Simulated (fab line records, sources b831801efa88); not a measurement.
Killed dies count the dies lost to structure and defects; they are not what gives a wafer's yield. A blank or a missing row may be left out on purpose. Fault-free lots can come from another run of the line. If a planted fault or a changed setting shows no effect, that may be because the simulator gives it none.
A lot that was struck, set against a sound lot + flow sky130 + 17 out of 708 route steps
Sound: these wafers, L129.2, L129.4, L129.5. Wafers L139.3, L139.4, L139.6 were the ones struck. The cause comes at the end.
At each step with rows: each side's tool, then ch and its chambers, then its first start. Under that, the readings that differ: sound wafers + struck wafers + difference of the means + sigmas: that difference in standard deviations of wafers without a fault.
alike: same words and numbers on both sides, and readings whose means sit less than 2 such deviations apart. not compared: any withheld reading, any reading some wafer has no value for, any bound like >300 that may hide the same value, and any number with overlapping values for which the record gives no deviation.
A row with sigmas, a row that says differs or no value, or rows on one side alone: a step with any of these is where the two part. When numbers do not overlap yet have no deviation, they are printed without sigmas and do not part them. A reading that every wafer of one side lacks parts them only if that side has two wafers or more.

first, 3 steps without rows for these wafers: SKY_VIA3_EXPOSE_09 (exposes mask VIM3, target cd 200 nm); SKY_VIA3_PEB_10; SKY_VIA3_DEVELOP_11 (develop time 60 s).
SKY_VIA3_CD_MEAS_12 targets a cd of 200 nm.
  sound: cd_sem-01 at day 40 10:45; struck: cd_sem-02 at day 43 04:04
  alike: cd_nm
SKY_VIA3_OVL_MEAS_13:
  sound: overlay-01 at day 40 10:52; struck: overlay-02 at day 43 04:10
  alike: VIA3_OVL
SKY_VIA3_ETCH_14: etches BARC in N2/H2, stops on SiO2, time 45.9 s, target depth 60 nm.
  sound on rie_diel-02 ch 0,1, day 40 10:53; struck on rie_diel-02 ch 1,2, day 43 04:13
  alike: bias_w, drypump_motor_current_A, oes_product_au, throttle_valve_pct
  not compared: rf_hours_counter_h
SKY_VIA3_ETCH_15: etches SiO2 in C4F8/O2/Ar, stops on TiN, target depth 507 nm, time 78 s.
  sound on rie_diel-02 ch 0,1, day 40 10:56; struck on rie_diel-02 ch 1,2, day 43 04:17
  alike: bias_w, oes_product_au
SKY_VIA3_STRIP_16: strips in O2/N2.
  sound on plasma_asher-04 ch 0,1, day 40 10:59; struck on plasma_asher-01 ch 0,1, day 43 04:22
  alike: drypump_motor_current_A, oes_product_au, strip_time_to_endpoint_s
  not compared: rf_hours_counter_h
then, 3 steps without rows for these wafers: SKY_VIA3_STRIP_17 (strips in post etch residue remover, time 1200 s); SKY_VIA3_CLEAN_18 (cleans in IPA, time 180 s); SKY_VIA3_CLEAN_19 (cleans in O3/DIW).
SKY_VIA3_SPUTTER_20: material TiN, target thk 20 nm, time 80 s.
  sound: pvd_sputter-04 at day 40 11:39; struck: pvd_sputter-04 at day 43 04:56
  alike: chamber_pressure_pa, throttle_valve_pct
SKY_VIA3_CVD_21: deposits W, target thk 390 nm, time 117.31 s.
  sound on cvd_w-02 ch 0,1, day 40 11:43; struck on cvd_w-02 ch 0,1, day 43 05:02
  no value came back on the struck wafers for chamber_pressure_Torr (Torr), heater_power_outer_w (W), heater_power_w (W), susceptor_temp_C (C); on the sound wafers chamber_pressure_Torr (Torr) reads 40.03 40.09 40.13
SKY_VIA3_RS_MEAS_22: the measuring method here is four-point-probe.
  sound: film_metro-03 at day 40 11:51; struck: film_metro-04 at day 43 05:10
| reading            | sound             | struck               | difference | sigmas      |
|--------------------|-------------------|----------------------|------------|-------------|
| VIA3_W_RS (ohm/sq) | 0.292 0.294 0.288 | 54.559 57.188 55.922 | +55.598    | +99 or more |
SKY_VIA3_THK_MEAS_23: measures by xrf.
  sound: film_metro-03 at day 40 11:58; struck: film_metro-04 at day 43 05:16
  not compared: VIA3_W_THK
SKY_VIA3_CMP_24: polishes, stops on SiO2, t overpolish 20 s, target thk 0 nm.
  sound on cmp-01 ch 1,2, day 40 12:13; struck on cmp-01 ch 2,3, day 43 05:18
| reading                | sound    | struck | difference | sigmas |
|------------------------|----------|--------|------------|--------|
| time_to_endpoint_s (s) | 98 97 98 | 4 8 8  | -91        | -25    |
  alike: motor_current_A
-- the record jumps here: 5 days lie between the struck wafers' starts before and after (it left off in module VIA3 and takes up again in module PAD_OPEN, whose first step shown is number 708 of the route) --
SKY_PAD_OPEN_PROBE_99:
  rows exist in the record for the struck wafers here (prober-02, day 48 15:42), but not for the sound ones

WHERE THEY PART
Earliest at SKY_VIA3_CVD_21; latest, in this record, at SKY_PAD_OPEN_PROBE_99.

WHY: what the simulator had put in
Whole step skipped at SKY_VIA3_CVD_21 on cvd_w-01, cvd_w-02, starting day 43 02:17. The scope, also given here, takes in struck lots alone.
